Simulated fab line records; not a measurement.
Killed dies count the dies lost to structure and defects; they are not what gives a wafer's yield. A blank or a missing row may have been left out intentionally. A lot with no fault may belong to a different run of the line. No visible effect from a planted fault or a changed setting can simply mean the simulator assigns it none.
Which tool is to blame?    flow sky130    6 lots, 18 wafers sampled, at 2 steps of a route of 708

== WHAT EACH GAUGE READ, for each wafer ==
SKY_LI_CONTACT_RS_MEAS_22: measurement is done with a four-point probe.
lot   measured      on             LI_CONTACT_W_RS (ohm/sq)
L528  day 28 03:47  film-metro-01  0.290 0.289 0.283
L531  day 29 01:16  film-metro-04  0.285 0.287 0.282
L540  day 31 15:26  film-metro-02  25.212 25.499 25.145
L541  day 39 16:55  film-metro-04  25.380 25.410 25.533
L544  day 39 19:18  film-metro-01  0.276 0.290 0.283
L546  day 39 22:20  film-metro-04  0.292 0.283 0.285

== TOOL THAT RAN EACH LOT (tool first, then ch and the chambers of the sampled wafers, then the start) ==
lot   SKY_LI_CONTACT_CVD_21
L528  cvd-w-01 ch 0,1, day 28 03:39
L531  cvd-w-02 ch 1, day 29 01:02
L540  cvd-w-01 ch 1, day 31 15:18
L541  cvd-w-01 ch 0,1, day 39 16:46
L544  cvd-w-01 ch 0,1, day 39 19:09
L546  cvd-w-02 ch 0,1, day 39 22:11
- SKY_LI_CONTACT_CVD_21: deposits W, target thk 400 nm, time 120.56 s.

== THE ANSWER, worked out from the rows above alone ==
Rule: the lots themselves supply what counts as usual. The widest of any qualifying gaps counts: lots, ordered by their means at a reading, are off when they make up no more than a third of the lots, leave a main group of 4 or more, and stand apart from it by 3 or more times the standard deviation of that group's means. The tables above print the reading to a certain number of digits; a main group whose means all agree to those digits is not used. Also off: a lot with no number at a reading for which 4 or more lots have one. Where the step has rows for the other lots, those lots are counted as sound.
Off: L540, L541, at SKY_LI_CONTACT_RS_MEAS_22 (LI_CONTACT_W_RS). The main group has a mean of 0.285 ohm/sq with a standard deviation of 0.0017.
A tool fits if, at a process step before that reading, it ran every lot that is off, and no sound lot after the first of them. Gauges at SKY_LI_CONTACT_RS_MEAS_22: tried the same way as those tools. Of those tried, none fits.

== WHAT THE SIMULATOR HAD PUT IN ==
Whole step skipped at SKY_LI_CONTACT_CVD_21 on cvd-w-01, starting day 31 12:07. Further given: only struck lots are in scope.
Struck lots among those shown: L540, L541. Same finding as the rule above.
